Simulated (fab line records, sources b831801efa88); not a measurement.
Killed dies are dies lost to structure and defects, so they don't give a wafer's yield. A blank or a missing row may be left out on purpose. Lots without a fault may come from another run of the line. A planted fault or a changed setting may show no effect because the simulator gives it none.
Problem report in the 8D (eight disciplines) form, filled by code | flow gf180mcu | the parts of the form that need people (team, actions taken, sign-off) are left out

1. THE PROBLEM
POLY_GATE_CVD_00_THK at GF_POLY_GATE_THK_MEAS_01 reads a mean of 147.6 nm on 6 wafers of 2 lots; wafers without a fault read 197.1 nm with a standard deviation of 2.1. That is -24 standard deviations from the usual mean.
First seen on wafer L748.1, day 12 11:52, on film_metro-04. The record holds 33 wafers of 11 lots with a number at this step. Rule for "out", or "out of limits": more than 4 standard deviations from the usual mean. The other wafers with a number count as sound.

2. WHAT IT IS AND WHAT IT IS NOT
question                    | is                     | is not
which readings at this step | POLY_GATE_CVD_00_THK   | -
which lots                  | L748, L749             | L735, L736, L738, L741, L742, L747, L750, L752, L755
which wafers of those lots  | all that have a number | -
read on which gauges        | film_metro-04          | film_metro-02, film_metro-03
when                        | from day 12 11:52      | up to then (18 sound wafers); but 9 sound wafers of L750, L752, L755 came after

3. SUSPECTS, AND WHAT RULES EACH OUT
Counting: a tool at a process step up to the reading stays a suspect if it ran every lot that is out and no sound lot after the first of them.
- the gauge at GF_POLY_GATE_THK_MEAS_01: ruled out. All the wafers that are out were read on film_metro-04, but those of them that GF_POLY_GATE_CVD_00 has rows for are out there too, on other tools.
- lpcvd-01 at GF_POLY_GATE_CVD_00 (deposits poly-Si, target thk 200 nm, time 1180 s): ruled out as a lasting fault. Sound lots L752 ran on it after its first lot that is out, L748 (day 12 10:32).
Left after counting: nothing in the record.

4. THE CAUSE (what the simulator had put in)
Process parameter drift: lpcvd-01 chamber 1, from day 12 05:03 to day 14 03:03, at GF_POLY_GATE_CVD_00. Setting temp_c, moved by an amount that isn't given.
Counting ruled it out, wrongly: the rule takes a fault to strike every lot that its tool runs from its start on, and this one did not.

5. THE CHAIN OF EFFECTS, in route order
Each row: a reading whose mean over the struck wafers that have a number lies more than 3 standard deviations from the usual. Only readings for which the record gives a usual standard deviation are gone through. hours: the time from each lot's start at the first step in this table that gives one to its start at this step, as a median over the lots. sigmas: the change in usual standard deviations.
hours | step                     | reading              | usual      | on struck wafers | change | sigmas
0     | GF_POLY_GATE_CVD_00      | spike_tc_bottom_C    | 644.5 C    | 631.0            | -13.5  | -7.9
0     | GF_POLY_GATE_CVD_00      | spike_tc_centre_C    | 620.9 C    | 606.8            | -14.1  | -8.8
0     | GF_POLY_GATE_CVD_00      | spike_tc_lower_C     | 620.0 C    | 607.0            | -13.0  | -13
0     | GF_POLY_GATE_CVD_00      | spike_tc_top_C       | 640.1 C    | 626.5            | -13.6  | -7.6
0     | GF_POLY_GATE_CVD_00      | spike_tc_upper_C     | 619.9 C    | 607.3            | -12.6  | -11
0     | GF_POLY_GATE_CVD_00      | susceptor_temp_C     | 620.00 C   | 607.05           | -12.95 | -48
1     | GF_POLY_GATE_THK_MEAS_01 | POLY_GATE_CVD_00_THK | 197.1 nm   | 147.6            | -49.5  | -24
21    | GF_POLY_GATE_ETCH_13     | oes_product_au       | 0.987 a.u. | 0.813            | -0.174 | -25
The process steps in it:
- GF_POLY_GATE_CVD_00: deposits poly-Si, target thk 200 nm, time 1180 s.
- GF_POLY_GATE_ETCH_13: etches poly-Si in HBr/Cl2, stops on SiO2, target depth 198.5 nm, time 69.6 s.
Later measuring or inspecting steps at which every struck wafer that the step has a row for has a number for every such reading, and none has moved that far: GF_POLY_GATE_CD_MEAS_10.

6. WHAT WOULD HAVE CAUGHT IT SOONER
In this record the first reading out of limits at a measuring or inspecting step was taken at day 12 11:52, 7 hours after the fault began at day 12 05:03.
The tool's own readings at GF_POLY_GATE_CVD_00 were out on every struck wafer that the step has a row for (spike_tc_bottom_C, spike_tc_centre_C, spike_tc_lower_C, spike_tc_top_C, spike_tc_upper_C, susceptor_temp_C): an alarm limit on them would have fired on the first of those.
